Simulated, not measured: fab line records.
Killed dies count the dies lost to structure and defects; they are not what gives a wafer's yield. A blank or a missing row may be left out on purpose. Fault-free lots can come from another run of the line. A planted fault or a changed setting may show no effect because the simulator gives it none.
The tool behind it: which one? ; flow gf180mcu ; 30 wafers from 10 lots sampled at 2 of the route's 602 steps

WHAT THE GAUGES SHOWED, per wafer
GF_STI_THK_MEAS_04.
lot;measured;on;STI_CVD_03_THK (nm)
L668;day 2 00:20;film_metro-02;208.1 209.5 208.1
L669;day 2 04:41;film_metro-03;208.5 207.6 210.3
L670;day 2 10:33;film_metro-01;209.5 209.7 207.3
L671;day 2 15:07;film_metro-01;206.2 206.9 205.0
L673;day 3 02:59;film_metro-01;173.0 173.2 172.2
L674;day 3 08:31;film_metro-01;168.7 168.7 170.3
L681;day 4 16:59;film_metro-02;210.1 209.9 210.7
L683;day 5 03:09;film_metro-01;205.2 205.2 204.9
L686;day 5 17:34;film_metro-03;207.2 205.7 207.6
L687;day 5 22:35;film_metro-02;206.0 205.1 205.5

TOOL THAT RAN EACH LOT (tool first, then ch and the chambers of the sampled wafers, then the start)
lot;GF_STI_CVD_03
L668;lpcvd-01 ch 0, day 1 22:20
L669;lpcvd-01 ch 0, day 2 02:42
L670;lpcvd-01 ch 1, day 2 07:34
L671;lpcvd-02 ch 0, day 2 13:07
L673;lpcvd-01 ch 0, day 3 00:00
L674;lpcvd-01 ch 0, day 3 05:32
L681;lpcvd-02 ch 0, day 4 14:58
L683;lpcvd-02 ch 0, day 5 01:10
L686;lpcvd-01 ch 0, day 5 15:34
L687;lpcvd-02 ch 0, day 5 20:34
- GF_STI_CVD_03: deposits Si3N4 from DCS/NH3, target thk 207.16 nm, time 3551 s.

THE ANSWER, worked out from the rows above alone
Rule: the usual values come from the lots themselves. The widest of any qualifying gaps counts: lots, ordered by their means at a reading, are off when they make up no more than a third of the lots, leave a main group of 4 or more, and stand apart from it by 3 or more times the standard deviation of that group's means. The tables above print the reading to a certain number of digits; a main group whose means all agree to those digits is not used. A lot without any number at a reading at which 4 lots or more have one is off too. The other lots that the step has rows for count as sound.
Off: L673, L674, at GF_STI_THK_MEAS_04 (STI_CVD_03_THK). Main group: mean 207.5 nm, sd 1.7.
A tool fits if, at a process step before that reading, it ran every lot that is off, and no sound lot after the first of them. The gauges at GF_STI_THK_MEAS_04 are tried like those tools. Of those tried, none fits.

WHAT HAD BEEN PUT IN BY THE SIMULATOR
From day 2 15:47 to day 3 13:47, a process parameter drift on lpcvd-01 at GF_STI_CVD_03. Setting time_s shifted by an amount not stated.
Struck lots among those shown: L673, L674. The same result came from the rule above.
